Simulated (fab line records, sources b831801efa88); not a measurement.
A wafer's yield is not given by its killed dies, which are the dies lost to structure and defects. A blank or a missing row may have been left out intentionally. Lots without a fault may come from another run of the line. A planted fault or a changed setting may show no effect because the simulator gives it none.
A struck lot beside a sound one / flow gf180mcu / 18 steps out of a route of 602
Sound: wafers L983.3, L983.4, L983.5. Struck: wafer L982.5 (L982.3, L982.6, from the same lot, were not struck and are left out); the cause is given at the end.
Each step with rows lists, per side, the tool, then ch with its chambers, then its first start. Under that, the readings that differ: sound wafers / struck wafers / difference of the means / sigmas: that difference in standard deviations of wafers without a fault.
alike: same words and numbers on both sides, and readings whose means sit less than 2 such deviations apart. not compared: any withheld reading, any reading some wafer has no value for, any bound like >300 that may hide the same value, and any number with overlapping values for which the record gives no deviation.
The two part at a step that has a row with sigmas, a row that says differs or no value, or rows on one side only. Numbers that have no deviation but don't overlap get no sigmas and don't part them. A reading missing from all wafers of one side parts the sides only when that side holds two or more wafers.

first, 3 steps without rows for these wafers: GF_V4_EXPOSE_11 (exposes mask Via4, target cd 260 nm); GF_V4_PEB_12 (peb time 90 s); GF_V4_DEVELOP_13 (develop time 60 s).
GF_V4_CD_MEAS_14 targets a cd of 260 nm.
  sound on cd sem-02 at day 27 20:58; struck on cd sem-02 at day 27 22:30
  alike: cd nm
GF_V4_OVL_MEAS_15:
  sound on overlay-02 at day 27 21:03; struck on overlay-02 at day 27 22:35
  alike: V4_OVL
GF_V4_ETCH_16: etches BARC in N2/H2.
  sound on rie diel-04 ch 2,3, day 27 21:04; struck on rie diel-02 ch 1, day 27 22:37
reading=throttle valve pct (%); sound=13.226 13.210 13.223; struck=13.239; difference=+0.019; sigmas=+2
  alike: drypump motor current A, oes product au, rf fwd power W
GF_V4_ETCH_17: etches SiO2 in C4F8/O2/Ar, stops on TiN, target depth 630 nm.
  sound on rie diel-04 ch 2,3; struck on rie diel-02 ch 1
  alike: oes product au, rf fwd power W
GF_V4_STRIP_18: strips in O2/N2.
  sound on plasma asher-01 ch 0,1, day 27 21:14; struck on plasma asher-03 ch 1, day 27 22:47
  alike: drypump motor current A, heater power w, oes product au
  not compared: rf hours counter h
then, 2 steps without rows for these wafers: GF_V4_STRIP_19 (strips in post etch residue remover, time 1200 s); GF_V4_CLEAN_20 (cleans in DIW).
GF_V4_SPUTTER_21: material Ti, target thk 15 nm, time 80.02 s.
  sound on pvd sputter-04 at day 27 21:44; struck on pvd sputter-04 at day 27 23:17
  alike: throttle valve pct
GF_V4_SPUTTER_22: material TiN, target thk 10 nm, time 40 s.
  sound on pvd sputter-04 at day 27 21:47; struck on pvd sputter-04 at day 27 23:20
  alike: throttle valve pct
GF_V4_CVD_23: deposits W, target thk 350 nm, time 104.9 s.
  sound on cvd w-01 ch 0,1, day 27 21:52; struck on cvd w-02 ch 0, day 27 23:25
reading=model.W_of_V4_CVD_23.thk nm (nm); sound=351.1 345 351.5; struck=484.2; difference=+135.0; sigmas=
  alike: heater power w
GF_V4_RS_MEAS_24: the measuring method here is four-point-probe.
  sound on film metro-03 at day 27 21:59; struck on film metro-01 at day 27 23:32
reading=V4_W_RS (ohm/sq); sound=0.327 0.333 0.326; struck=0.236; difference=-0.093; sigmas=-24
GF_V4_THK_MEAS_25: measures by xrf.
  sound on film metro-03 at day 27 22:05; struck on film metro-01 at day 27 23:38
reading=V4_W_THK (nm); sound=363 356 364; struck=498; difference=+137; sigmas=+23
GF_V4_CMP_26: polishes, stops on SiO2, t overpolish 15 s, target thk 0 nm.
  sound on cmp-02 ch 0,1,3, day 27 22:11; struck on cmp-02 ch 0, day 27 23:40
reading=time to endpoint s (s); sound=82 75 88; struck=112; difference=+30; sigmas=+7
  alike: motor current A, platen rpm, slurry filter dp kPa
then, 1 step without rows for these wafers: GF_MIM_SPUTTER_00 (material Ti, target thk 37.5 nm, time 150 s).
-- the record jumps here: 4 days lie between the struck wafers' starts before and after (it left off in module MIM and takes up again in module PASSIVATION, whose first step shown is number 602 of the route) --
GF_PASSIVATION_PROBE_99:
  record: rows for the struck wafers here (prober-01, day 32 04:48), none for the sound ones

== WHERE THEY PART ==
Earliest at GF_V4_ETCH_16; latest, in this record, at GF_PASSIVATION_PROBE_99.

WHY: what had been put in by the simulator
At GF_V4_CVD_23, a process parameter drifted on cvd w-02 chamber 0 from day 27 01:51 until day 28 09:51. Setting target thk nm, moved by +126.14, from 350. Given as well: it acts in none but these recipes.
